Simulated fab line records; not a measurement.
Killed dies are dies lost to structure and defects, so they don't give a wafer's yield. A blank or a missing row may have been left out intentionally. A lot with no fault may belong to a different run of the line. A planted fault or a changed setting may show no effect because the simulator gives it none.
Which tool was responsible?	flow sky130	6 lots, 18 wafers sampled, at 3 steps of a route of 708

WHAT EACH GAUGE READ, for each wafer
SKY_VT_ADJUST_PCH_OVL_MEAS_07.
lot	measured	on	VT_ADJUST_PCH_OVL (nm)
L291	day 11 00:15	overlay-02	1.0 2.5 0.7
L294	day 12 11:02	overlay-02	1.6 0.2 0.2
L298	day 13 17:00	overlay-02	-0.5 0.8 -0.2
L305	day 15 16:24	overlay-01	0.7 1.8 1.1
L308	day 16 09:47	overlay-02	-0.2 -2.5 -1.4
L310	day 17 10:08	overlay-01	-0.7 0.0 0.9

WHAT TOOL EACH LOT RAN ON (gives the tool, then ch and the chambers of the sampled wafers, and finally the start)
lot	SKY_NWELL_STRIP_14	SKY_VT_ADJUST_PCH_EXPOSE_04
L291	plasmaAsher-02 ch 0,1, day 4 22:38	ilineStepper-02 ch 0, day 10 13:21
L294	plasmaAsher-03 ch 0,1, day 6 01:23	ilineStepper-01 ch 0, day 11 23:37
L298	plasmaAsher-02 ch 0,1, day 7 01:05	ilineStepper-02 ch 0, day 13 04:50
L305	plasmaAsher-03 ch 0,1, day 8 14:23	ilineStepper-01 ch 0, day 15 03:34
L308	plasmaAsher-04 ch 0,1, day 9 04:41	ilineStepper-01 ch 0, day 15 20:01
L310	plasmaAsher-03 ch 0, day 9 22:31	ilineStepper-01 ch 0, day 16 20:05
- SKY_NWELL_STRIP_14: strips in O2/N2.
- SKY_VT_ADJUST_PCH_EXPOSE_04: exposes mask NWM, target cd 840 nm.

THE ANSWER, worked out from the rows above alone
Rule: the usual values come from the lots themselves. The widest of any qualifying gaps counts: lots, ordered by their means at a reading, are off when they make up no more than a third of the lots, leave a main group of 4 or more, and stand apart from it by 3 or more times the standard deviation of that group's means. Not used: any main group whose means are identical at the precision the tables above print for the reading. Also off: a lot with no number at a reading for which 4 or more lots have one. Any other lot the step has rows for is counted as sound.
No lot is off at any reading shown: from this, nothing can be told.

WHAT WAS PUT IN BY THE SIMULATOR
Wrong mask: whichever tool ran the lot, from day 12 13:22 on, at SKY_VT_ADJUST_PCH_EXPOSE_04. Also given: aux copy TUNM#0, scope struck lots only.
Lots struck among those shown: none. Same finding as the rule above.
